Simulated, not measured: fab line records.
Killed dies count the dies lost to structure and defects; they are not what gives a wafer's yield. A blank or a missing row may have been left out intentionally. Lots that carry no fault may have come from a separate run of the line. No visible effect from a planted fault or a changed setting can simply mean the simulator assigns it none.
Which of the tools did it? || flow gf180mcu || 11 lots with 33 wafers sampled at 4 steps, on a route of 602 steps

## WHAT THE GAUGES SHOWED, per wafer
GF_M2_RS_MEAS_05: uses a four-point probe to measure.
{"lot": "L317", "measured": "day 18 07:39", "on": "film-metro-01", "M2_ALCU_RS (ohm/sq)": "0.0680 0.0671 0.0666"}
{"lot": "L318", "measured": "day 18 15:31", "on": "film-metro-02", "M2_ALCU_RS (ohm/sq)": "0.0677 0.0689 0.0679"}
{"lot": "L321", "measured": "day 20 06:58", "on": "film-metro-04", "M2_ALCU_RS (ohm/sq)": "0.0683 0.0681 0.0677"}
{"lot": "L325", "measured": "day 21 13:55", "on": "film-metro-02", "M2_ALCU_RS (ohm/sq)": "0.0675 0.0668 0.0667"}
{"lot": "L327", "measured": "day 22 07:12", "on": "film-metro-02", "M2_ALCU_RS (ohm/sq)": "0.0674 0.0674 0.1070"}
{"lot": "L328", "measured": "day 22 17:26", "on": "film-metro-04", "M2_ALCU_RS (ohm/sq)": "0.0665 0.1054 0.1052"}
{"lot": "L335", "measured": "day 25 03:18", "on": "film-metro-04", "M2_ALCU_RS (ohm/sq)": "0.0676 0.0674 0.0685"}
{"lot": "L336", "measured": "day 25 12:05", "on": "film-metro-04", "M2_ALCU_RS (ohm/sq)": "0.0679 0.0675 0.0677"}
{"lot": "L337", "measured": "day 25 18:25", "on": "film-metro-04", "M2_ALCU_RS (ohm/sq)": "0.0677 0.0681 0.0690"}
{"lot": "L338", "measured": "day 25 22:01", "on": "film-metro-04", "M2_ALCU_RS (ohm/sq)": "0.0671 0.0665 0.0664"}
{"lot": "L339", "measured": "day 26 06:50", "on": "film-metro-04", "M2_ALCU_RS (ohm/sq)": "0.0667 0.0674 0.0664"}

## WHAT TOOL EACH LOT RAN ON (gives the tool, then ch and the chambers of the sampled wafers, and finally the start)
{"lot": "L317", "GF_V1_SPUTTER_22": "pvd-sputter-04, day 18 06:47", "GF_M2_SPUTTER_02": "pvd-sputter-03, day 18 07:33", "GF_M2_SPUTTER_04": "pvd-sputter-03, day 18 07:37"}
{"lot": "L318", "GF_V1_SPUTTER_22": "pvd-sputter-02, day 18 14:40", "GF_M2_SPUTTER_02": "pvd-sputter-03, day 18 15:25", "GF_M2_SPUTTER_04": "pvd-sputter-03, day 18 15:28"}
{"lot": "L321", "GF_V1_SPUTTER_22": "pvd-sputter-02, day 20 06:07", "GF_M2_SPUTTER_02": "pvd-sputter-03, day 20 06:52", "GF_M2_SPUTTER_04": "pvd-sputter-03, day 20 06:55"}
{"lot": "L325", "GF_V1_SPUTTER_22": "pvd-sputter-04, day 21 13:04", "GF_M2_SPUTTER_02": "pvd-sputter-02, day 21 13:50", "GF_M2_SPUTTER_04": "pvd-sputter-02, day 21 13:53"}
{"lot": "L327", "GF_V1_SPUTTER_22": "pvd-sputter-03, day 22 06:21", "GF_M2_SPUTTER_02": "pvd-sputter-02, day 22 07:07", "GF_M2_SPUTTER_04": "pvd-sputter-02, day 22 07:10"}
{"lot": "L328", "GF_V1_SPUTTER_22": "pvd-sputter-04, day 22 16:35", "GF_M2_SPUTTER_02": "pvd-sputter-02, day 22 17:20", "GF_M2_SPUTTER_04": "pvd-sputter-02, day 22 17:23"}
{"lot": "L335", "GF_V1_SPUTTER_22": "pvd-sputter-04, day 25 02:27", "GF_M2_SPUTTER_02": "pvd-sputter-02, day 25 03:13", "GF_M2_SPUTTER_04": "pvd-sputter-02, day 25 03:16"}
{"lot": "L336", "GF_V1_SPUTTER_22": "pvd-sputter-03, day 25 11:14", "GF_M2_SPUTTER_02": "pvd-sputter-01, day 25 12:00", "GF_M2_SPUTTER_04": "pvd-sputter-01, day 25 12:03"}
{"lot": "L337", "GF_V1_SPUTTER_22": "pvd-sputter-04, day 25 17:33", "GF_M2_SPUTTER_02": "pvd-sputter-03, day 25 18:19", "GF_M2_SPUTTER_04": "pvd-sputter-03, day 25 18:22"}
{"lot": "L338", "GF_V1_SPUTTER_22": "pvd-sputter-03, day 25 21:10", "GF_M2_SPUTTER_02": "pvd-sputter-03, day 25 21:56", "GF_M2_SPUTTER_04": "pvd-sputter-03, day 25 21:59"}
{"lot": "L339", "GF_V1_SPUTTER_22": "pvd-sputter-03, day 26 05:58", "GF_M2_SPUTTER_02": "pvd-sputter-02, day 26 06:44", "GF_M2_SPUTTER_04": "pvd-sputter-02, day 26 06:47"}
- GF_V1_SPUTTER_22: material TiN, target thk 10 nm, time 40 s.
- GF_M2_SPUTTER_02: material AlCu, target thk 450 nm, time 24.61 s.
- GF_M2_SPUTTER_04: material TiN, target thk 50 nm, time 41.7 s.

## THE ANSWER, worked out from the rows above alone
Rule: the usual values come from the lots themselves. The widest of any qualifying gaps counts: lots, ordered by their means at a reading, are off when they make up no more than a third of the lots, leave a main group of 4 or more, and stand apart from it by 3 or more times the standard deviation of that group's means. Not used: any main group whose means are identical at the precision the tables above print for the reading. A lot without any number at a reading at which 4 lots or more have one is off too. All remaining lots with rows at the step are treated as sound.
Off: L327, L328, seen at GF_M2_RS_MEAS_05 (M2_ALCU_RS). Main group: mean 0.0675 ohm/sq, sd 0.00057.
If a tool, at a process step before that reading, ran all the lots that are off and no sound lot after the first of them, it fits. Those tools and the gauges at GF_M2_RS_MEAS_05 are tried in the same way. Of those tried, none fits.

## WHAT WAS PUT IN BY THE SIMULATOR
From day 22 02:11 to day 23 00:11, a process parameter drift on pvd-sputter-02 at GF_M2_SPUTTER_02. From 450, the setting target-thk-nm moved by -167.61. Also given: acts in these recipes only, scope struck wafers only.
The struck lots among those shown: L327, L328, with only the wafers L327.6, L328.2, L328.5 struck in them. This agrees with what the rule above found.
